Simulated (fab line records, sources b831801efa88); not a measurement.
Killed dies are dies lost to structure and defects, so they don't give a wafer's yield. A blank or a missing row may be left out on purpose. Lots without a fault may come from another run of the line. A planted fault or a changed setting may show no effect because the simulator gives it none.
A struck lot beside a sound one | flow sky130 | 15 steps out of a route of 708
Sound: wafers L129.1, L129.4, L129.5. Struck: wafer L139.4. (L139.2, L139.3 of the same lot were not struck and are left out.) The cause comes at the end.
At each step with rows: each side's tool, then ch and its chambers, then its first start. Under that, the readings that differ: sound wafers | struck wafers | difference of the means | sigmas: that difference in standard deviations of wafers without a fault.
alike: readings whose means differ by less than 2 such deviations, and words and numbers that are the same on both sides. not compared: withheld readings, readings that some wafer has no value for, bounds like >300 that may hide the same value, and numbers for which the record gives no deviation and whose values overlap.
The two part at a step that has a row with sigmas, a row that says differs or no value, or rows on one side only. Numbers that don't overlap but have no deviation are shown without sigmas and don't part them. A reading that every wafer of one side lacks parts them only if that side has two wafers or more.

first, 4 steps without rows for these wafers: SKY_VT_ADJUST_NCORE_SOFTBAKE_03 (time 60 s); SKY_VT_ADJUST_NCORE_EXPOSE_04 (exposes mask LVTN COMPLEMENT THIN, target cd 380 nm); SKY_VT_ADJUST_NCORE_PEB_05; SKY_VT_ADJUST_NCORE_DEVELOP_06 (develop time 60 s).
SKY_VT_ADJUST_NCORE_CD_MEAS_07: target cd 380 nm.
  sound on cd_sem-02, day 8 22:53; struck on cd_sem-01, day 11 19:02
  alike: cd_nm
SKY_VT_ADJUST_NCORE_OVL_MEAS_08:
  sound on overlay-02, day 8 23:00; struck on overlay-02, day 11 19:08
  alike: VT_ADJUST_NCORE_OVL
then, 1 step without rows for these wafers: SKY_VT_ADJUST_NCORE_IMPLANT_09.
SKY_VT_ADJUST_NCORE_STRIP_10: strips in O2/N2.
  sound on plasma_asher-02 ch 1, day 8 23:11; struck on plasma_asher-04 ch 0, day 11 19:19
  reading                     | sound          | struck | difference | sigmas
  drypump_motor_current_A (A) | 6.03 6.05 6.02 | 5.42   | -0.61      | -2
  alike: chamber_pressure_mTorr, oes_product_au, strip_time_to_endpoint_s
  not compared: rf_hours_counter_h
SKY_VT_ADJUST_NCORE_TW_MEAS_11:
  sound on film_metro-03, day 8 23:17; struck on film_metro-03, day 11 19:26
  alike: VT_ADJUST_NCORE_TW
then, 3 steps without rows for these wafers: SKY_VT_ADJUST_HVTR_DEHYDRATE_00 (time 60 s); SKY_VT_ADJUST_HVTR_HMDS_01 (prime time 60 s); SKY_VT_ADJUST_HVTR_COAT_02 (resist thk 1140 nm).
SKY_VT_ADJUST_HVTR_SOFTBAKE_03: time 60 s.
  sound on litho_track-01 ch 0, day 9 09:41; struck on litho_track-01 ch 0, day 12 07:52
  reading                  | sound             | struck | difference | sigmas
  heater_power_total_W (W) | 56.58 56.63 56.55 | 58.54  | +1.95      | +43
  run_length_s (s)         | 88.85 88.92 88.88 | 82.69  | -6.19      | -48
then, 1 step without rows for these wafers: SKY_VT_ADJUST_HVTR_EXPOSE_04 (exposes mask HVTRM, target cd 380 nm).
-- the record jumps here: 36 days lie between the struck wafers' starts before and after (it left off in module VT_ADJUST_HVTR and takes up again in module PAD_OPEN, whose first step shown is number 708 of the route) --
SKY_PAD_OPEN_PROBE_99:
  sound on prober-02, day 46 07:24; struck on prober-01, day 48 18:00
  alike: killed_at_M0_to_M3, killed_at_M4_up, killed_at_contacts, killed_at_front_end, killed_at_other, killed_dies, killed_on_rim, killed_open, killed_short

WHERE THEY PART
First at SKY_VT_ADJUST_NCORE_STRIP_10; last, within this record, at SKY_VT_ADJUST_HVTR_SOFTBAKE_03. Later steps at which nothing parts them and some readings are alike: SKY_PAD_OPEN_PROBE_99.

WHY: what the simulator had put in
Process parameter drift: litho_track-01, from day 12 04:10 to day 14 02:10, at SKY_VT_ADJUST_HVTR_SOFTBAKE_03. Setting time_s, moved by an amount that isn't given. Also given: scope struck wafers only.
